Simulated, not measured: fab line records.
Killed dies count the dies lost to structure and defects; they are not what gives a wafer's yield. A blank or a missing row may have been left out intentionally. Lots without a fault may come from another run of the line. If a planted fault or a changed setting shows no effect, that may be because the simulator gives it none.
Which tool did it? / flow gf180mcu / 33 wafers from 11 lots sampled at 2 of the route's 602 steps

## WHAT EACH GAUGE READ, for each wafer
GF_V4_RS_MEAS_24: uses a four-point probe to measure.
lot=L799; measured=day 24 15:26; on=filmMetro-02; V4_W_RS (ohm/sq)=0.330 0.332 0.330
lot=L800; measured=day 24 21:45; on=filmMetro-02; V4_W_RS (ohm/sq)=0.329 0.329 0.330
lot=L801; measured=day 25 02:47; on=filmMetro-03; V4_W_RS (ohm/sq)=0.327 0.326 0.326
lot=L802; measured=day 25 09:47; on=filmMetro-04; V4_W_RS (ohm/sq)=0.331 0.333 0.329
lot=L803; measured=day 25 21:12; on=filmMetro-03; V4_W_RS (ohm/sq)=0.328 0.318 0.330
lot=L804; measured=day 26 04:01; on=filmMetro-02; V4_W_RS (ohm/sq)=0.327 0.332 0.324
lot=L812; measured=day 28 19:29; on=filmMetro-02; V4_W_RS (ohm/sq)=0.383 0.322 0.390
lot=L813; measured=day 29 02:51; on=filmMetro-04; V4_W_RS (ohm/sq)=0.389 0.326 0.325
lot=L814; measured=day 29 09:24; on=filmMetro-03; V4_W_RS (ohm/sq)=0.333 0.333 0.333
lot=L816; measured=day 29 22:01; on=filmMetro-02; V4_W_RS (ohm/sq)=0.329 0.332 0.329
lot=L818; measured=day 30 08:26; on=filmMetro-03; V4_W_RS (ohm/sq)=0.334 0.335 0.333

## EACH LOT AND THE TOOL THAT RAN IT (in order: tool; ch and the chambers of the sampled wafers; start)
lot=L799; GF_V4_CVD_23=cvdW-02 ch 0,1, day 24 15:19
lot=L800; GF_V4_CVD_23=cvdW-02 ch 0, day 24 21:31
lot=L801; GF_V4_CVD_23=cvdW-01 ch 0, day 25 02:35
lot=L802; GF_V4_CVD_23=cvdW-02 ch 0,1, day 25 09:40
lot=L803; GF_V4_CVD_23=cvdW-01 ch 0,1, day 25 21:05
lot=L804; GF_V4_CVD_23=cvdW-01 ch 0,1, day 26 03:53
lot=L812; GF_V4_CVD_23=cvdW-01 ch 0,1, day 28 19:22
lot=L813; GF_V4_CVD_23=cvdW-01 ch 1, day 29 02:43
lot=L814; GF_V4_CVD_23=cvdW-02 ch 1, day 29 09:17
lot=L816; GF_V4_CVD_23=cvdW-02 ch 0,1, day 29 21:54
lot=L818; GF_V4_CVD_23=cvdW-02 ch 1, day 30 08:19
- GF_V4_CVD_23: deposits W, target thk 350 nm, time 104.9 s.

## THE ANSWER, worked out from the rows above alone
Rule: usual is defined by the lots themselves. The widest of any qualifying gaps counts: lots, ordered by their means at a reading, are off when they make up no more than a third of the lots, leave a main group of 4 or more, and stand apart from it by 3 or more times the standard deviation of that group's means. Not used: any main group whose means are identical at the precision the tables above print for the reading. Also off: a lot with no number at a reading for which 4 or more lots have one. All remaining lots with rows at the step are treated as sound.
Off: L812, L813, at GF_V4_RS_MEAS_24 (V4_W_RS). For the main group the mean is 0.330 ohm/sq and the standard deviation 0.0027.
A tool fits if, at a process step before that reading, it ran every lot that is off, and no sound lot after the first of them. The gauges at GF_V4_RS_MEAS_24 are tried like those tools. One candidate fits, namely cvdW-01 at GF_V4_CVD_23. A fault onset in the window from L804 (day 26 03:53, its last sound lot) to L812 (day 28 19:22, its first lot off) fits.

## WHAT THE SIMULATOR HAD PUT IN
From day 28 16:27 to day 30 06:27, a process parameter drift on cvdW-01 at GF_V4_CVD_23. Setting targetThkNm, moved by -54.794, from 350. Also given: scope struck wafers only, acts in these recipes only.
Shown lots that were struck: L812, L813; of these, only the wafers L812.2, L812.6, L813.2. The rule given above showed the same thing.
